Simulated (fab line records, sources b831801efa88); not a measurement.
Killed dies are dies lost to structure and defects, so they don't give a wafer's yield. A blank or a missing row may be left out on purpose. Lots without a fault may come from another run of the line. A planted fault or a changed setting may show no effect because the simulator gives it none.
fab line records | flow sky130
record lots=7 wafers=21 last_day=50
route steps=708 shown FIELD_ISO@13 NWELL@32 DNWELL@35 PWDE@45 PAD_OPEN@708
lots that met no fault: from a run of the same line without faults
start_h: hours from the record's first day to the start of the lot's first wafer shown | wait_h: hours since the lot's step before | " the same as in the row above | L1.1+2: a row that stands for several wafers | - no value, or no start given | * or withheld: withheld | < > ~ a bound
route shown NAME@n: a module of which the file shows steps, and the number in the route of the first | usual: mean/standard deviation of fault-free wafers | same: alike in all rows | chamber/n: place in a boat | sites: the reading at each site | _std_site: their standard deviation | _edge_site: outer sites' mean less inner sites' | radius_mm: how far each site lies from the wafer's centre | mask NAME#n: copy n | behind: the tool/chamber that last shaped the wafer | hold: why the lot was held/for how many hours/how that ended | device: the transistor (n, p or np) that didn't switch | end of line: the same wafers' tests at the end of the route | a step without rows: its recipe alone | killed: dies lost to structure and defects at the first sort, not the wafer's yield | map: a wafer's dies, x killed, . not, _ none there
set.NAME: the setting as run; set.NAME@STEP: as run at that earlier step | model.NAME: the simulator's own value behind a step, which no gauge read
lots at some steps of the route; a table a step, a row a wafer
services: from which hour (start_h, from the record's first day; less than 0 if before it) a tool's chamber was out of use, for how many hours, and why
## steps
# step SKY_FIELD_ISO_DEVELOP_12
# recipe develop_time_s=60 resist=KrF-thick dev_temp_c=21
# step SKY_FIELD_ISO_CD_MEAS_13
# recipe target_cd_nm=150
# usual cd_nm=150.4/1.2
# columns lot.wafer tool chamber start_h wait_h cd_nm
L388.2 cd_sem-01 - 30.57 - 148.8
L388.3 " - " " 149.9
L388.4 " - " " 150.6
L389.2 cd_sem-01 - 33.70 - 151.3
L389.4 " - " " 151.0
L389.5 " - " " 150.7
L396.1 cd_sem-01 - 70.60 - 149.5
L396.4 " - " " 148.5
L396.6 " - " " 149.6
L397.1 cd_sem-02 - 75.30 - 150.3
L397.4 " - " " 150.0
L397.5 " - " " 149.9
L399.1 cd_sem-02 - 86.03 - 150.5
L399.4 " - " " 150.8
L399.6 " - " " 148.5
L407.1 cd_sem-02 - 126.33 - 149.3
L407.3 " - " " 150.0
L407.4 " - " " 148.1
L411.1 cd_sem-01 - 154.83 - 152.7
L411.2 " - " " 150.7
L411.4 " - " " 152.0
# step SKY_FIELD_ISO_ETCH_14
# recipe chemistry=N2/H2 target=BARC ion_energy_ev=200 source_w=500 bias_w=100 pressure_mtorr=30 n2_flow_sccm=100 h2_flow_sccm=200 stop_on=SiO2 time_s=45.9 target_depth_a=600
# usual drypump_motor_current_A=5.6/0.43 oes_product_au=0.855/0.0048 throttle_valve_pct=13.226/0.0092
# columns lot.wafer tool chamber start_h wait_h drypump_motor_current_A oes_product_au rf_hours_counter_h throttle_valve_pct
L388.2 rie_diel-03 3 30.67 0.1 5.3 0.855 4 13.217
L388.3 " 2 " " 5.2 0.866 58 13.223
L388.4 " 1 " " 5.4 0.856 78 13.244
L389.2 rie_diel-01 1 33.80 0.1 6.4 0.849 2 13.236
L389.4 " 2 " " 6.6 0.851 139 13.213
L389.5 " 1 " " 6.4 0.851 - 13.233
L396.1 rie_diel-03 0 70.72 0.1 5.2 0.849 5 13.233
L396.4 " 1 " " 5.4 0.849 79 13.226
L396.6 " 1 " " 5.4 0.850 - 13.220
L397.1 rie_diel-01 0 75.42 0.1 5.9 0.855 29 13.231
L397.4 " 2 " " 6.6 0.858 139 13.236
L397.5 " 3 " " 5.6 0.857 - 13.230
L399.1 rie_diel-02 1 86.15 0.1 6.0 0.855 142 13.217
L399.4 " 2 " " 5.9 0.850 6 13.230
L399.6 " 3 " " 5.1 0.858 - 13.214
L407.1 rie_diel-02 3 126.45 0.1 5.1 0.845 7 13.225
L407.3 " 0 " " 5.9 0.846 6 13.231
L407.4 " 2 " " 5.9 0.847 7 13.216
L411.1 rie_diel-02 2 154.95 0.1 6.0 0.852 7 13.228
L411.2 " 1 " " 6.0 0.855 143 13.215
L411.4 " 1 " " 6.0 0.854 - 13.226
# step SKY_FIELD_ISO_ETCH_15
# recipe chemistry=CHF3/O2 target_depth_nm=180 stop_on=Si source_w=600 bias_w=200 pressure_mtorr=40 chf3_flow_sccm=50 O2_flow_sccm=5 time_s=72
# usual drypump_motor_current_A=5.6/0.43 oes_product_au=0.946/0.0084 throttle_valve_pct=8.844/0.0097
# columns lot.wafer tool chamber start_h wait_h drypump_motor_current_A oes_product_au rf_hours_counter_h throttle_valve_pct
L388.2 rie_diel-03 3 30.71 0.0 5.3 0.942 4 8.849
L388.3 " 2 " " 5.1 0.953 58 8.837
L388.4 " 1 " " 5.4 0.948 78 8.855
L389.2 rie_diel-01 1 33.85 0.0 6.4 0.968 2 8.843
L389.4 " 2 " " 6.6 0.958 139 8.866
L389.5 " 1 " " 6.3 0.940 - 8.834
L396.1 rie_diel-03 0 70.76 0.0 5.2 0.967 5 8.824
L396.4 " 1 " " 5.3 0.963 79 8.860
L396.6 " 1 " " 5.3 0.961 - 8.862
L397.1 rie_diel-01 0 75.46 0.0 5.9 0.945 29 8.859
L397.4 " 2 " " 6.6 0.947 139 8.844
L397.5 " 3 " " 5.6 0.945 - 8.832
L399.1 rie_diel-02 1 86.20 0.0 5.9 0.955 142 8.835
L399.4 " 2 " " 5.9 0.961 6 8.845
L399.6 " 3 " " 5.1 0.949 - 8.849
L407.1 rie_diel-02 3 126.50 0.0 5.1 0.937 7 8.850
L407.3 " 0 " " 5.9 0.945 6 8.828
L407.4 " 2 " " 5.9 0.953 7 8.846
L411.1 rie_diel-02 2 155.00 0.0 5.9 0.939 7 8.840
L411.2 " 1 " " 5.9 0.951 143 8.850
L411.4 " 1 " " 5.9 0.942 - 8.843
# step SKY_FIELD_ISO_STRIP_16
# recipe chemistry=O2/N2 power_w=1400 pressure_mtorr=1500 platen_temp_c=withheld o2_flow_sccm=3000 n2_flow_sccm=300 overash_fraction=0.5
# usual drypump_motor_current_A=5.56/0.18 oes_product_au=0.377/0.0049 strip_time_to_endpoint_s=3.53/0.042
# columns lot.wafer tool chamber start_h wait_h drypump_motor_current_A oes_product_au rf_hours_counter_h strip_time_to_endpoint_s
L388.2 plasma_asher-04 1 30.77 0.0 5.38 0.381 33 3.60
L388.3 " 0 " " 5.71 0.370 - 3.56
L388.4 " 1 " " 5.35 0.380 - 3.58
L389.2 plasma_asher-03 1 33.90 0.0 5.96 0.377 24 3.64
L389.4 " 0 " " 5.42 0.378 - 3.56
L389.5 " 1 " " 5.94 0.381 - 3.64
L396.1 plasma_asher-02 1 70.82 0.0 5.53 0.371 39 3.50
L396.4 " 1 " " 5.52 0.389 - 3.54
L396.6 " 1 " " 5.53 0.384 - 3.55
L397.1 plasma_asher-02 0 75.52 0.0 5.51 0.371 40 3.49
L397.4 " 1 " " 5.50 0.366 - 3.51
L397.5 " 1 " " 5.54 0.383 - 3.54
L399.1 plasma_asher-02 1 86.25 0.0 5.52 0.377 41 3.50
L399.4 " 0 " " 5.49 0.390 - 3.59
L399.6 " 0 " " 5.47 0.383 - 3.54
L407.1 plasma_asher-04 1 126.55 0.0 5.37 0.374 43 3.50
L407.3 " 1 " " 5.39 0.382 - 3.58
L407.4 " 0 " " 5.69 0.364 - 3.53
L411.1 plasma_asher-02 1 155.05 0.0 5.51 0.377 3 3.49
L411.2 " 0 " " 5.49 0.376 3 3.47
L411.4 " 0 " " 5.44 0.380 - 3.45
# step SKY_FIELD_ISO_ETCH_17
# recipe target_depth_a=3420 mask_material=Si3N4 chemistry=HBr/Cl2/O2 target=Si taper_deg=5 icp_w=600 bias_w=150 pressure_mtorr=15 HBr_flow_sccm=150 Cl2_flow_sccm=40 O2_flow_sccm=6 time_s=97.7
# usual HBr_flow_sccm=150.0/0.46 drypump_motor_current_A=5.4/0.53 oes_product_au=0.994/0.014 throttle_valve_pct=25.660/0.012
# columns lot.wafer tool chamber start_h wait_h HBr_flow_sccm drypump_motor_current_A oes_product_au rf_hours_counter_h throttle_valve_pct
L388.2 rie_si-02 3 30.87 0.1 150.2 4.8 1.009 10 25.665
L388.3 " 2 " " 150.3 5.6 0.977 73 25.691
L388.4 " 0 " " 150.0 5.0 1.014 94 25.660
L389.2 rie_si-01 3 34.00 0.1 149.9 5.5 0.991 113 25.664
L389.4 " 2 " " 150.3 6.4 1.003 56 25.650
L389.5 " 2 " " 149.8 6.4 0.998 - 25.649
L396.1 rie_si-02 3 70.92 0.1 150.2 4.9 0.984 11 25.657
L396.4 " 1 " " 149.9 6.1 0.986 3 25.667
L396.6 " 1 " " 150.8 6.1 0.978 - 25.671
L397.1 rie_si-02 1 75.62 0.1 150.1 6.1 0.991 3 25.670
L397.4 " 0 " " 150.5 5.0 1.024 94 25.645
L397.5 " 0 " " 150.0 5.0 1.015 - 25.650
L399.1 rie_si-02 0 86.35 0.1 149.8 5.0 1.015 95 25.657
L399.4 " 2 " " 150.1 5.6 0.980 73 25.662
L399.6 " 2 " " 150.5 5.6 0.979 - 25.668
L407.1 rie_si-02 2 126.65 0.1 150.1 5.6 0.985 74 25.665
L407.3 " 1 " " 150.0 6.1 0.990 3 25.683
L407.4 " 3 " " 151.3 4.8 0.989 11 25.676
L411.1 rie_si-02 1 155.15 0.1 150.3 6.0 0.996 3 25.658
L411.2 " 0 " " 150.3 5.0 1.031 95 25.647
L411.4 " 3 " " 148.7 4.8 0.994 11 25.649
# step SKY_FIELD_ISO_WET_ETCH_18
# recipe chemistry=H3PO4 target_depth_nm=25 temp_c=160 target=Si3N4 time_s=286
# step SKY_FIELD_ISO_CLEAN_19
# recipe chemistry=SC1/SC2 mix=1:4:20 temp_c=70 time_s=150
# step SKY_FIELD_ISO_CLEAN_20
# recipe chemistry=dHF time_s=20 dilution=100:1
# step SKY_FIELD_ISO_WET_ETCH_21
# recipe chemistry=dHF dilution=100:1 target_depth_nm=20 dry=ipa_marangoni target=SiO2 temp_c=25 time_s=400
# step SKY_FIELD_ISO_OXIDATION_22
# recipe temp_c=950 ambient=O2 stabilise_s=600 purge_s=300 target_thk_a=100 ox_time_s=623
# step SKY_FIELD_ISO_THK_MEAS_23
# recipe reads=SiO2_of_FIELD_ISO_OXIDATION_22
# usual FIELD_ISO_OXIDATION_01_THK=10.07/0.17
# columns lot.wafer tool chamber start_h wait_h FIELD_ISO_OXIDATION_01_THK[nm]
L388.2 film_metro-03 - 33.70 0.0 10.14
L388.3 " - " " 10.21
L388.4 " - " " 10.32
L389.2 film_metro-01 - 35.96 0.0 10.09
L389.4 " - " " 10.25
L389.5 " - " " 10.15
L396.1 film_metro-04 - 72.81 0.0 9.99
L396.4 " - " " 9.94
L396.6 " - " " 9.87
L397.1 film_metro-01 - 77.13 0.0 10.20
L397.4 " - " " 10.22
L397.5 " - " " 10.40
L399.1 film_metro-03 - 88.75 0.0 9.76
L399.4 " - " " 9.71
L399.6 " - " " 9.67
L407.1 film_metro-03 - 131.33 0.0 10.24
L407.3 " - " " 10.13
L407.4 " - " " 10.18
L411.1 film_metro-04 - 156.67 0.0 9.95
L411.2 " - " " 9.95
L411.4 " - " " 9.95
# step SKY_FIELD_ISO_CVD_24
# recipe material=SiO2 target_thk_nm=595 temp_c=650 sigma_open_frac=0.3 time_s=99.2 sih4_flow_sccm=60 pressure_mtorr=6
# columns lot.wafer tool chamber start_h wait_h
L388.2+3+4 hdpcvd-01 0,2,2 33.75 0.0
L389.2+4+5 hdpcvd-01 2,0,2 36.01 0.0
L396.1+4+6 hdpcvd-02 2,0,1 72.86 0.1
L397.1+4+5 hdpcvd-02 2,0,1 77.19 0.1
L399.1+4+6 hdpcvd-02 0,0,2 88.81 0.1
L407.1+3+4 hdpcvd-01 2,0,2 131.39 0.1
L411.1+2+4 hdpcvd-02 2,0,2 156.73 0.1
# step SKY_FIELD_ISO_THK_MEAS_25
# recipe reads=SiO2_of_FIELD_ISO_CVD_24
# usual FIELD_ISO_CVD_24_THK=597/8.1
# columns lot.wafer tool chamber start_h wait_h FIELD_ISO_CVD_24_THK[nm]
L388.2 film_metro-01 - 33.83 0.0 580
L388.3 " - " " 587
L388.4 " - " " 592
L389.2 film_metro-01 - 36.10 0.0 602
L389.4 " - " " 595
L389.5 " - " " 603
L396.1 film_metro-01 - 72.94 0.0 598
L396.4 " - " " 593
L396.6 " - " " 593
L397.1 film_metro-03 - 77.26 0.0 590
L397.4 " - " " 603
L397.5 " - " " 591
L399.1 film_metro-04 - 88.89 0.0 598
L399.4 " - " " 596
L399.6 " - " " 596
L407.1 film_metro-04 - 131.46 0.0 597
L407.3 " - " " 608
L407.4 " - " " 605
L411.1 film_metro-03 - 156.84 0.1 616
L411.2 " - " " 599
L411.4 " - " " 605
# step SKY_FIELD_ISO_ANNEAL_26
# recipe temp_c=1000 time_s=1800 ambient=N2
# step SKY_FIELD_ISO_CMP_27
# recipe stop_on=Si3N4 t_overpolish_s=16 down_force_psi=4 platen_rpm=60 target_thk_nm=457.8 pad_velocity_m_s=0.94248
# step SKY_FIELD_ISO_WET_ETCH_28
# recipe chemistry=dHF target_depth_nm=23.7 target=SiO2 dilution=10:1 temp_c=25 time_s=47
# step SKY_FIELD_ISO_WET_ETCH_29
# recipe chemistry=H3PO4 target_depth_nm=160 target=Si3N4 temp_c=160 time_s=1825
# step SKY_FIELD_ISO_WET_ETCH_30
# recipe chemistry=dHF target_depth_nm=25 target=SiO2 dilution=10:1 temp_c=25 time_s=50
# step SKY_NWELL_CLEAN_00
# recipe chemistry=SC1/SC2 mix=1:4:20 temp_c=70 time_s=150 dry=n2_spin
# step SKY_NWELL_OXIDATION_01
# recipe temp_c=900 ambient=O2 stabilise_s=600 purge_s=300 target_thk_a=100 ox_time_s=1418
# step SKY_NWELL_THK_MEAS_02
# recipe reads=SiO2_of_NWELL_OXIDATION_01
# usual NWELL_OXIDATION_THK=10.08/0.21
# columns lot.wafer tool chamber start_h wait_h NWELL_OXIDATION_THK[nm]
L388.2 film_metro-01 - 39.38 0.0 9.90
L388.3 " - " " 9.87
L388.4 " - " " 9.88
L389.2 film_metro-01 - 42.27 0.0 9.75
L389.4 " - " " 9.77
L389.5 " - " " 9.88
L396.1 film_metro-01 - 78.05 0.0 10.44
L396.4 " - " " 10.43
L396.6 " - " " 10.59
L397.1 film_metro-01 - 83.63 0.0 10.00
L397.4 " - " " 10.12
L397.5 " - " " 10.11
L399.1 film_metro-02 - 94.20 0.0 10.28
L399.4 " - " " 10.11
L399.6 " - " " 10.24
L407.1 film_metro-01 - 141.17 0.0 10.20
L407.3 " - " " 10.26
L407.4 " - " " 10.47
L411.1 film_metro-04 - 162.70 0.0 9.96
L411.2 " - " " 9.75
L411.4 " - " " 9.83
# step SKY_DNWELL_DEHYDRATE_00
# recipe temp_c=200 time_s=60
# step SKY_DNWELL_HMDS_01
# recipe prime_time_s=60 prime_temp_c=120
# step SKY_DNWELL_COAT_02
# recipe spin_rpm=2000 resist_thk_nm=3000
# step SKY_DNWELL_SOFTBAKE_03
# recipe temp_c=110 time_s=withheld
# step SKY_DNWELL_EXPOSE_04
# recipe mask_id=DNM na=0.57 target_cd_nm=3000 dose_mj=222
# step SKY_DNWELL_PEB_05
# recipe temp_c=115 time_s=withheld
# step SKY_DNWELL_DEVELOP_06
# recipe wall_angle_deg=90 developer=TMAH develop_time_s=60 dev_temp_c=23
# step SKY_DNWELL_IMPLANT_07
# recipe species=P energy_kev=withheld dose_cm2=withheld tilt_deg=withheld
# step SKY_DNWELL_STRIP_08
# recipe chemistry=O2/N2 power_w=1400 pressure_mtorr=1500 platen_temp_c=withheld o2_flow_sccm=3000 n2_flow_sccm=300 overash_fraction=0.5
# usual drypump_motor_current_A=5.54/0.24 oes_product_au=0.722/0.0044 strip_time_to_endpoint_s=36.89/0.1
# columns lot.wafer tool chamber start_h wait_h drypump_motor_current_A oes_product_au rf_hours_counter_h strip_time_to_endpoint_s
L388.2 plasma_asher-01 0 54.76 0.1 5.47 0.717 35 36.88
L388.3 " 0 " " 5.49 0.724 - 36.89
L388.4 " 1 " " 5.24 0.726 - 36.88
L389.2 plasma_asher-01 1 57.75 0.1 5.24 0.717 36 36.71
L389.4 " 1 " " 5.23 0.724 - 36.74
L389.5 " 1 " " 5.25 0.715 - 36.74
L396.1 plasma_asher-03 1 94.51 0.1 5.95 0.716 30 36.91
L396.4 " 1 " " 5.94 0.721 - 36.87
L396.6 " 0 " " 5.43 0.722 - 36.99
L397.1 plasma_asher-04 0 100.95 0.1 5.66 0.725 40 36.84
L397.4 " 0 " " 5.68 0.723 - 36.96
L397.5 " 1 " " 5.36 0.715 - 36.89
L399.1 plasma_asher-03 0 112.26 0.1 5.44 0.722 33 36.88
L399.4 " 1 " " 5.95 0.717 - 36.81
L399.6 " 0 " " 5.47 0.716 - 36.77
L407.1 plasma_asher-04 0 160.96 0.1 5.70 0.719 47 37.04
L407.3 " 0 " " 5.69 0.726 - 36.95
L407.4 " 1 " " 5.37 0.727 - 36.98
L411.1 plasma_asher-03 0 183.50 0.1 5.43 0.733 40 36.89
L411.2 " 1 " " 5.95 0.728 40 37.01
L411.4 " 0 " " 5.43 0.715 - 36.87
# step SKY_DNWELL_TW_MEAS_09
# usual DNWELL_TW=1117/7.8
# columns lot.wafer tool chamber start_h wait_h DNWELL_TW
L388.2 film_metro-01 - 54.87 0.1 1111
L388.3 " - " " 1107
L388.4 " - " " 1117
L389.2 film_metro-02 - 57.86 0.1 1109
L389.4 " - " " 1115
L389.5 " - " " 1117
L396.1 film_metro-01 - 94.61 0.1 1114
L396.4 " - " " 1113
L396.6 " - " " 1118
L397.1 film_metro-04 - 101.05 0.1 1125
L397.4 " - " " 1123
L397.5 " - " " 1129
L399.1 film_metro-04 - 112.36 0.1 1133
L399.4 " - " " 1128
L399.6 " - " " 1141
L407.1 film_metro-01 - 161.06 0.1 1111
L407.3 " - " " 1115
L407.4 " - " " 1108
L411.1 film_metro-01 - 183.60 0.1 1119
L411.2 " - " " 1113
L411.4 " - " " 1104
# step SKY_PWDE_DEHYDRATE_00
# recipe temp_c=200 time_s=60
# step SKY_PWDE_HMDS_01
# recipe prime_time_s=60 prime_temp_c=120
# step SKY_PWDE_COAT_02
# recipe spin_rpm=2000 resist_thk_nm=3000
# step SKY_PWDE_SOFTBAKE_03
# recipe temp_c=110 time_s=withheld
# step SKY_PWDE_EXPOSE_04
# recipe mask_id=PWDEM na=0.6 source_shape=conventional sigma_outer=0.6 polarization=unpolarized target_cd_nm=840 dose_mj=214
# step SKY_PWDE_PEB_05
# recipe temp_c=115 time_s=withheld
# step SKY_PWDE_DEVELOP_06
# recipe wall_angle_deg=90 developer=TMAH develop_time_s=60 dev_temp_c=23
# step SKY_PWDE_OVL_MEAS_07
# usual PWDE_OVL=-0.7/1.4
# columns lot.wafer tool chamber start_h wait_h PWDE_OVL[nm]
L388.2 overlay-01 - 71.34 - -1.2
L388.3 " - " " -1.4
L388.4 " - " " -1.7
L389.2 overlay-01 - 73.59 - -1.0
L389.4 " - " " -1.4
L389.5 " - " " 0.2
L396.1 overlay-02 - 112.03 - -0.9
L396.4 " - " " -1.2
L396.6 " - " " -2.7
L397.1 overlay-02 - 118.38 - 0.5
L397.4 " - " " -0.4
L397.5 " - " " 0.4
L399.1 overlay-02 - 130.31 - 1.0
L399.4 " - " " 0.1
L399.6 " - " " -2.5
L407.1 overlay-01 - 181.65 - -0.1
L407.3 " - " " 0.1
L407.4 " - " " -1.8
L411.1 overlay-02 - 204.58 - 2.3
L411.2 " - " " -0.4
L411.4 " - " " -0.3
# step SKY_PWDE_IMPLANT_08
# recipe species=B energy_kev=150 dose_cm2=3.6e+12 tilt_deg=withheld
# step SKY_PWDE_STRIP_09
# recipe chemistry=O2/N2 power_w=1400 pressure_mtorr=1500 platen_temp_c=withheld o2_flow_sccm=3000 n2_flow_sccm=300 overash_fraction=0.5
# step SKY_PAD_OPEN_PROBE_99
# usual killed_at_M0_to_M3=44/6.9 killed_at_M4_up=3.2/1.8 killed_at_contacts=23/5.2 killed_at_front_end=15/4.5 killed_at_other=0.3/0.56 killed_dies=85/8.8 killed_on_rim=17/3.5 killed_open=47/6.7 killed_short=39/6.4
# same gross_dies=492 killed_at_back_side=0
# columns lot.wafer tool chamber start_h wait_h killed_at_M0_to_M3 killed_at_M4_up killed_at_contacts killed_at_front_end killed_at_other killed_dies killed_on_rim killed_open killed_short
L388.2 prober-02 - 1078.81 0.1 28 1 21 15 0 65 15 34 31
L388.3 prober-02 - 1078.86 0.2 53 2 29 19 1 104 17 50 52
L388.4 prober-02 - 1078.91 0.2 43 2 16 6 1 68 14 40 28
L396.1 prober-01 - 1117.30 0.1 36 5 16 43 1 101 28 39 39
L396.4 prober-01 - 1117.45 0.2 42 2 17 62 1 124 24 49 31
L396.6 prober-01 - 1117.55 0.2 31 3 16 43 0 93 21 33 36
L397.1 prober-01 - 1128.90 0.1 33 3 26 31 0 93 28 38 35
L397.4 prober-01 - 1129.05 0.2 41 2 28 57 1 129 27 47 34
L397.5 prober-01 - 1129.10 0.2 37 4 24 45 0 110 27 45 38
L399.1 prober-01 - 1140.53 0.1 40 3 18 62 0 123 24 47 30
L399.4 prober-01 - 1140.68 0.2 47 2 21 48 0 118 26 28 49
L399.6 prober-01 - 1140.78 0.2 37 1 19 42 0 99 28 33 42
L407.1 prober-02 - 1184.17 0.1 49 2 24 23 0 98 22 57 41
L407.3 prober-02 - 1184.27 0.2 45 2 24 16 0 87 18 43 44
L407.4 prober-02 - 1184.32 0.2 43 1 21 15 0 80 10 43 37
# killed by level:class
L388.2 CONTACT:geometric_particle:open=7 CONTACT:geometric_particle:short=6 SPACER:geometric_particle:open=5 VIA1:geometric_particle:open=5 METAL1:geometric_particle:short=5 VIA2:geometric_particle:open=5 METAL2:geometric_particle:short=4 POLY_GATE:geometric_particle:open=3
L388.3 METAL2:geometric_particle:short=12 CONTACT:geometric_particle:open=11 VIA2:geometric_particle:open=10 LI_CONTACT:geometric_particle:open=8 CONTACT:geometric_particle:short=6 VIA1:geometric_particle:open=6 VIA2:geometric_particle:short=6 POLY_GATE:geometric_particle:short=4
L388.4 METAL2:geometric_particle:short=8 LI_CONTACT:geometric_particle:open=7 VIA2:geometric_particle:open=7 CONTACT:geometric_particle:open=6 VIA1:geometric_particle:open=6 VIA2:geometric_particle:short=4 METAL1:geometric_particle:short=4 METAL2:geometric_particle:open=3
L396.1 FIELD_ISO:unspecified=23 VIA1:geometric_particle:open=10 VIA3:geometric_particle:open=7 FIELD_ISO:geometric_particle:open=5 POLY_GATE:geometric_particle:short=5 METAL4:geometric_particle:short=5 FIELD_ISO:geometric_particle:short=4 POLY_GATE:geometric_particle:open=4
L396.4 FIELD_ISO:unspecified=44 VIA1:geometric_particle:open=9 VIA3:geometric_particle:open=9 CONTACT:geometric_particle:open=7 POLY_GATE:geometric_particle:open=6 LI_CONTACT:geometric_particle:open=6 FIELD_ISO:geometric_particle:short=5 VIA1:geometric_particle:short=5
L396.6 FIELD_ISO:unspecified=24 VIA3:geometric_particle:open=6 FIELD_ISO:geometric_particle:short=4 POLY_GATE:geometric_particle:short=4 LI_CONTACT:geometric_particle:short=4 LI_CONTACT:geometric_particle:open=4 VIA1:geometric_particle:open=4 VIA3:geometric_particle:short=4
L397.1 FIELD_ISO:unspecified=20 VIA1:geometric_particle:open=10 CONTACT:geometric_particle:open=8 LI_CONTACT:geometric_particle:open=7 POLY_GATE:geometric_particle:short=5 CONTACT:geometric_particle:short=5 LI_CONTACT:geometric_particle:short=4 METAL1:geometric_particle:short=4
L397.4 FIELD_ISO:unspecified=48 CONTACT:geometric_particle:open=11 VIA1:geometric_particle:open=9 METAL2:geometric_particle:short=8 LI_CONTACT:geometric_particle:open=7 VIA3:geometric_particle:open=6 VIA2:geometric_particle:open=5 POLY_GATE:geometric_particle:open=4
L397.5 FIELD_ISO:unspecified=27 CONTACT:geometric_particle:open=10 VIA1:geometric_particle:open=10 CONTACT:geometric_particle:short=7 FIELD_ISO:geometric_particle:open=6 METAL2:geometric_particle:short=5 SONOS_ONO:geometric_particle:open=4 LI_CONTACT:geometric_particle:open=4
L399.1 FIELD_ISO:unspecified=46 CONTACT:geometric_particle:open=9 VIA1:geometric_particle:open=9 VIA2:geometric_particle:open=8 VIA2:geometric_particle:short=5 VIA3:geometric_particle:open=5 FIELD_ISO:geometric_particle:open=4 POLY_GATE:geometric_particle:short=4
L399.4 FIELD_ISO:unspecified=41 VIA1:geometric_particle:open=10 VIA1:geometric_particle:short=8 CONTACT:geometric_particle:open=7 VIA3:geometric_particle:short=6 METAL2:geometric_particle:short=6 LOCAL_INTERCONNECT:geometric_particle:short=5 METAL1:geometric_particle:short=5
L399.6 FIELD_ISO:unspecified=24 METAL2:geometric_particle:short=7 POLY_GATE:geometric_particle:short=6 VIA1:geometric_particle:open=6 CONTACT:geometric_particle:open=5 VIA3:geometric_particle:open=4 POLY_GATE:geometric_particle:open=4 LOCAL_INTERCONNECT:geometric_particle:short=4
L407.1 METAL2:geometric_particle:short=13 CONTACT:geometric_particle:open=11 FIELD_ISO:geometric_particle:open=10 VIA1:geometric_particle:open=8 VIA3:geometric_particle:open=8 VIA2:geometric_particle:open=6 LI_CONTACT:geometric_particle:open=5 CONTACT:geometric_particle:short=5
L407.3 CONTACT:geometric_particle:open=15 METAL2:geometric_particle:short=9 VIA1:geometric_particle:open=7 FIELD_ISO:geometric_particle:short=5 FIELD_ISO:geometric_particle:open=5 METAL1:geometric_particle:short=5 VIA1:geometric_particle:short=5 CONTACT:geometric_particle:short=4
L407.4 VIA1:geometric_particle:open=11 LI_CONTACT:geometric_particle:open=6 FIELD_ISO:geometric_particle:open=5 LOCAL_INTERCONNECT:geometric_particle:short=5 METAL2:geometric_particle:short=5 VIA2:geometric_particle:open=5 VIA3:geometric_particle:open=5 FIELD_ISO:geometric_particle:short=4
# map L396.4 (x killed, . not)
__________........x._________
________..x..........._______
______..............xx.x_____
_____......xxx.x.....xxxx____
____.x...........xx.xxxxxx___
___x.x...x....x..x.xxxxxxxx__
__....x..x..........xxxxxxxx_
_xx...xxx...........xxxxxxxx.
_.x................x.xxxxxx.x
_..................x..x.xxx..
_.xxx..x...x...xx.x..........
_.x....x......x........x..x..
_...x........x......x....x...
_....x.....x..x.........x..x.
_..x...x..........x..........
__..........x..x.........xx._
___..x...........x.x..x..x.__
____..x...x...xx...x......___
_____..x.x.xx.x.....x....____
______...x......x...xx.._____
________..x..........._______
__________......x.x._________
# map L397.4 (x killed, . not)
__________xx....x..x_________
________.x.x..x.x.x..._______
______xx......x.....x..._____
_____...x.....x......x.xx____
____......x.xx.....xxxxxxx___
___...x.............xxxxxxx__
__......xx..xx......xxxxxxxx_
_.x...........x.xxx.xxxxxxxxx
_......x..xxx..x....xxxxxxxx.
_...x.........xx......xxxx.x.
_x..x..x..x..x..x.x....x.x..x
_....xx.........x....x....x..
_.................xx.........
_x..........x.....x..........
_..x..................x...x..
__.......xx...x.x..........._
___.........x..x.....x...x.__
____.........x.........x..___
_____xx..xx.......x......____
______...x.x...x........_____
________.........xx.x._______
__________.x...x...._________
## services
# columns tool chamber start_h hours kind
rie_si-01 3 9.55 13.9 repair
rie_si-02 0 10.27 18.6 repair
rie_si-02 - 12.59 0.1 repair
plasma_asher-02 - 33.27 0.7 repair
hdpcvd-01 0 38.89 9.3 repair
plasma_asher-01 - 49.37 2.4 repair
rie_diel-03 - 50.73 0.5 repair
rie_si-02 0 54.89 1.3 repair
rie_diel-01 1 59.11 6.9 repair
rie_diel-01 - 60.51 14.6 pm
hdpcvd-01 - 66.86 15.0 pm
rie_diel-01 0 75.85 10.7 repair
rie_diel-01 1 84.52 8.1 repair
plasma_asher-01 - 89.23 4.1 repair
hdpcvd-02 - 92.83 4.3 pm
plasma_asher-02 - 102.76 13.6 repair
plasma_asher-02 - 116.40 9.0 pm
hdpcvd-02 - 120.73 0.6 repair
hdpcvd-02 1 142.02 53.6 repair
rie_diel-02 0 144.17 21.7 repair
plasma_asher-04 - 164.17 7.2 repair
rie_diel-01 1 178.09 3.3 repair
rie_diel-03 - 178.16 0.2 repair
rie_diel-01 0 178.23 2.2 repair
## key
first_sign step=SKY_PAD_OPEN_PROBE_99 reading=killed_at_front_end direction=up sigmas=7.3 usual=15 struck=48
effect step=SKY_PAD_OPEN_PROBE_99 reading=killed_dies direction=up sigmas=2.8 usual=85 struck=110
met_at SKY_FIELD_ISO_CVD_24
struck_wafers L396.1,L396.4,L396.6,L397.1,L397.4,L397.5,L399.1,L399.4,L399.6
tester_left_out L396,L397,L399
fault kind=chamber_particle_source tool=hdpcvd-02 chamber=- onset_h=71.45 steps=SKY_FIELD_ISO_CVD_24 rate_per_visit_cm2=1.1046 end_h=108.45
# tester_left_out: of these lots the tester's yield and bins aren't shown, on N5 and GAA mostly nor the transistor test; their killed dies are dies lost to structure and defects alone, not to doping, threshold or leakage, so they don't give the yield
